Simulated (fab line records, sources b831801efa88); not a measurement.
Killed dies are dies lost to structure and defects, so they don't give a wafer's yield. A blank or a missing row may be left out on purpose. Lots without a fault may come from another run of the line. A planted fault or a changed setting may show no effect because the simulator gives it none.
Which tool did it? | flow gf180mcu | 11 lots, 33 wafers sampled, at 3 steps of a route of 602

WHAT THE GAUGES READ, wafer by wafer
GF_HV_LDD_THK_MEAS_57.
lot  | measured     | on            | HV_LDD_CVD_56_THK (nm)
L922 | day 12 17:09 | film_metro-03 | 89.4 89.6 88.9
L929 | day 15 05:46 | film_metro-03 | 88.3 87.2 83.5 88.4 87.2 83.5
L930 | day 15 10:28 | film_metro-03 | 89.0 88.9 89.2
L935 | day 17 03:05 | film_metro-01 | 90.0 90.1 90.1
L936 | day 17 11:13 | film_metro-03 | 90.3 90.0 90.1
L938 | day 18 04:40 | film_metro-01 | 90.5 90.2 90.3
L939 | day 18 16:02 | film_metro-01 | 88.6 88.7 88.3
L941 | day 19 02:37 | film_metro-03 | 89.6 88.7 89.4
L942 | day 19 16:28 | film_metro-03 | 89.6 89.2 90.2
L943 | day 19 17:26 | film_metro-04 | 90.7 91.4 90.8
L944 | day 20 01:58 | film_metro-03 | 90.2 90.6 91.0

WHICH TOOL RAN EACH LOT (tool, then ch and the chambers of the sampled wafers, then the start)
lot  | GF_VT_IMPLANT_SOFTBAKE_36         | GF_HV_LDD_CVD_56
L922 | litho_track-04 ch 0, day 7 11:02  | lpcvd-02 ch 1, day 12 15:41
L929 | litho_track-02 ch 0, day 9 12:00  | lpcvd-01 ch 1, day 15 04:20
L930 | litho_track-04 ch 0, day 9 15:34  | lpcvd-02 ch 0, day 15 09:02
L935 | litho_track-02 ch 0, day 11 01:37 | lpcvd-02 ch 0, day 17 01:38
L936 | litho_track-04 ch 0, day 11 07:07 | lpcvd-02 ch 0, day 17 09:47
L938 | litho_track-03 ch 0, day 11 23:11 | lpcvd-01 ch 1, day 18 03:14
L939 | litho_track-02 ch 0, day 12 04:58 | lpcvd-01 ch 1, day 18 14:35
L941 | litho_track-04 ch 0, day 12 16:07 | lpcvd-01 ch 0, day 19 01:11
L942 | litho_track-04 ch 0, day 13 01:16 | lpcvd-01 ch 0, day 19 15:02
L943 | litho_track-02 ch 0, day 13 05:01 | lpcvd-02 ch 0, day 19 15:59
L944 | litho_track-03 ch 0, day 13 13:00 | lpcvd-01 ch 0, day 20 00:32
- GF_VT_IMPLANT_SOFTBAKE_36: time 60.86 s.
- GF_HV_LDD_CVD_56: deposits Si3N4 from DCS/NH3, target thk 90 nm, time 1543 s.

THE ANSWER, worked out from the rows above alone
Rule: what is usual is taken from the lots themselves. Put in order of their means at a reading, lots are off if they are a third of the lots or fewer, leave a main group of 4 or more, and stand apart from it by a gap of 3 or more times the standard deviation of the main group's means; of several such gaps the widest counts. A main group whose means are all the same, to the digits that the tables above print for the reading, isn't used. A lot without any number at a reading at which 4 lots or more have one is off too. The other lots that the step has rows for count as sound.
Off: L929, at GF_HV_LDD_THK_MEAS_57 (HV_LDD_CVD_56_THK). The main group: mean 89.8 nm, standard deviation 0.72.
A tool fits if, at a process step before that reading, it ran every lot that is off, and no sound lot after the first of them. The gauges at GF_HV_LDD_THK_MEAS_57 are tried like those tools. None of those tried fits.

WHAT THE SIMULATOR HAD PUT IN
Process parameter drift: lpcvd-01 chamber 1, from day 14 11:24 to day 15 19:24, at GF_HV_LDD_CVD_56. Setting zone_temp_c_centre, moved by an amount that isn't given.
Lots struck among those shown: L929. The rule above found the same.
